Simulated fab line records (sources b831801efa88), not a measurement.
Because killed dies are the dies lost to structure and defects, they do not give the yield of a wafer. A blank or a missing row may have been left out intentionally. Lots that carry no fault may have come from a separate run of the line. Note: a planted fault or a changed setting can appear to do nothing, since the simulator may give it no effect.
8D (eight disciplines) problem report, filled in by code / flow sky130 / the parts of the form that need people (team, actions taken, sign-off) are left out

1. WHAT WENT WRONG
A mean of 5.736 Pa is read at SKY_LI_CONTACT_SPUTTER_19 for chamberPressurePa, taken on 1 wafer of 1 lot, against 5.001 Pa (standard deviation 0.0081) on wafers free of any fault. That is +91 standard deviations from the usual mean.
The step: material Ti, target thk 20 nm, time 106.37 s.
Earliest sighting: wafer L335.6 on pvdSputter-01 at day 31 13:29. The record has a number at this step for 39 wafers belonging to 13 lots. Rule for "out", or "out of limits": more than 4 standard deviations from the usual mean. All remaining wafers that have a number are taken as sound.

2. WHAT IT IS, AND WHAT IT ISN'T
question=which readings at this step | is=chamberPressurePa | is not=-
question=which lots | is=L335 | is not=L328, L330, L332, L341, L342, L343, L344, L345, L348, L349, L350, L351
question=which wafers of those lots | is=L335.6 | is not=L335.2, L335.5
question=read on which tools | is=pvdSputter-01 | is not=pvdSputter-02, pvdSputter-04
question=when | is=from day 31 13:29 | is not=up to then (11 sound wafers); but 27 sound wafers of L341, L342, L343, L344, L345, L348, L349, L350, L351 came after

3. SUSPECTS, AND WHAT RULES EACH OUT
Counting: any tool at a process step up to the reading remains a suspect provided it ran every lot that is out. Sound lots after the first of them don't rule it out here, since some wafers of a struck lot are sound.
- pvdSputter-01 at SKY_LI_CONTACT_SPUTTER_19 (material Ti, target thk 20 nm, time 106.37 s): kept. L335, the lot that is out, went through it at day 31 13:29; up to then, the latest sound lot through it was L330 at day 29 23:05. Its own chamberPressurePa readings are out on those wafers.
The count leaves pvdSputter-01 at SKY_LI_CONTACT_SPUTTER_19.

4. THE CAUSE (what the simulator had put in)
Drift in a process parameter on pvdSputter-01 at SKY_LI_CONTACT_SPUTTER_19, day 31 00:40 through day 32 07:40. Setting chamberPressurePa shifted by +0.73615 from 5. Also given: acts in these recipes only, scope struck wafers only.
After counting, this tool was the only one left.

5. SEQUENCE OF EFFECTS, ordered by route
Each row: a reading whose mean over the struck wafers that have a number lies more than 3 standard deviations from the usual. Only readings whose record carries a usual standard deviation are examined. hours: median over the lots of the time between each lot's start at the first step of this table that gives one and its start at this step. sigmas: the change, counted in usual standard deviations.
hours=0; step=SKY_LI_CONTACT_SPUTTER_19; reading=chamberPressurePa; usual=5.001 Pa; on struck wafers=5.736; change=+0.735; sigmas=+91
hours=0; step=SKY_LI_CONTACT_SPUTTER_19; reading=throttleValvePct; usual=29.8 %; on struck wafers=26.8; change=-3.0; sigmas=-3.7
Process steps it contains:
- SKY_LI_CONTACT_SPUTTER_19: material Ti, target thk 20 nm, time 106.37 s.
Later steps that measure or inspect, where all struck wafers having a row at the step show a number for every such reading and not one has moved that far: SKY_LI_CONTACT_RS_MEAS_22.

6. HOW IT WOULD HAVE BEEN CAUGHT EARLIER
13 hours passed between the start of the fault at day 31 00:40 and the first reading out of limits in this record, taken at day 31 13:29.
